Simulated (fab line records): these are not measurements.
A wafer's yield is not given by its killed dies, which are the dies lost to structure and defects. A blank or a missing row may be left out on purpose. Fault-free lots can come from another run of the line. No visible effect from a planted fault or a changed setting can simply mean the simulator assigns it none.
Matching of chambers ; flow gf180mcu ; GF_CONTACT_ETCH_16 on rieDiel-03 has 4 sister chambers
The step etches BARC in N2/H2. 14 wafers are shown with their chamber, then 7 later ones without.

## WAFERS, EACH WITH ITS CHAMBER
wafer;chamber;drypumpMotorCurrentA (A);rfFwdPowerW (W);oesProductAu (a.u.)
L499.3;3;5.7;495.7;0.853
L499.5;0;4.8;496.1;0.856
L499.6;1;5.4;490.9;0.861
L500.2;2;5.6;493.4;0.852
L500.3;3;5.7;496.4;0.858
L500.4;1;5.5;488.5;0.852
L502.2;1;5.5;492.1;0.859
L502.3;3;5.7;495.3;0.858
L502.6;2;5.6;496.8;0.856
L503.1;1;5.5;490.6;0.865
L503.3;0;4.7;493.5;0.854
L503.4;3;5.7;495.3;0.852
L504.1;3;5.7;494.5;0.861
L504.2;1;5.5;494.1;0.859

SIGNATURES (averages over the wafers above)
reading;chamber 0;chamber 1;chamber 2;chamber 3;scatter within a chamber
drypumpMotorCurrentA;4.750;5.480;5.600;5.700;0.0361
rfFwdPowerW;494.800;491.240;495.100;495.440;1.67
oesProductAu;0.85500;0.85920;0.85400;0.85640;0.00395
Rule: for a wafer and a chamber, the distance is found by dividing, reading by reading, the gap between the wafer's reading and the chamber's mean by the reading's scatter, squaring, summing and taking the root. The wafer belongs to the nearest chamber; if the next one is less than 2 further off, it can't be placed. How the scatter is found: for the shown wafers, subtract from each reading the mean of its chamber, square and add these, divide the total by (wafers less chambers), then take the root.

## WAFERS WITHOUT THEIR CHAMBER
wafer;drypumpMotorCurrentA (A);rfFwdPowerW (W);oesProductAu (a.u.)
L504.3;4.8;497.5;0.854
L506.2;5.6;496.7;0.850
L506.3;5.5;491.5;0.854
L506.6;4.7;497.6;0.855
L514.1;5.6;498.2;0.856
L514.4;5.7;494.9;0.858
L514.5;5.6;496.6;0.858

## EACH ONE'S CHAMBER
wafer;from the rows above;in truth
L504.3;0;0
L506.2;can't be placed: 2 or 3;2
L506.3;1;1
L506.6;0;0
L514.1;can't be placed: 2 or 3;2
L514.4;3;3
L514.5;can't be placed: 2 or 3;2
Correctly placed: 4 of 7. From these rows, 3 cannot be placed; in 3 the true chamber is one of the candidates. Wrongly placed: 0.
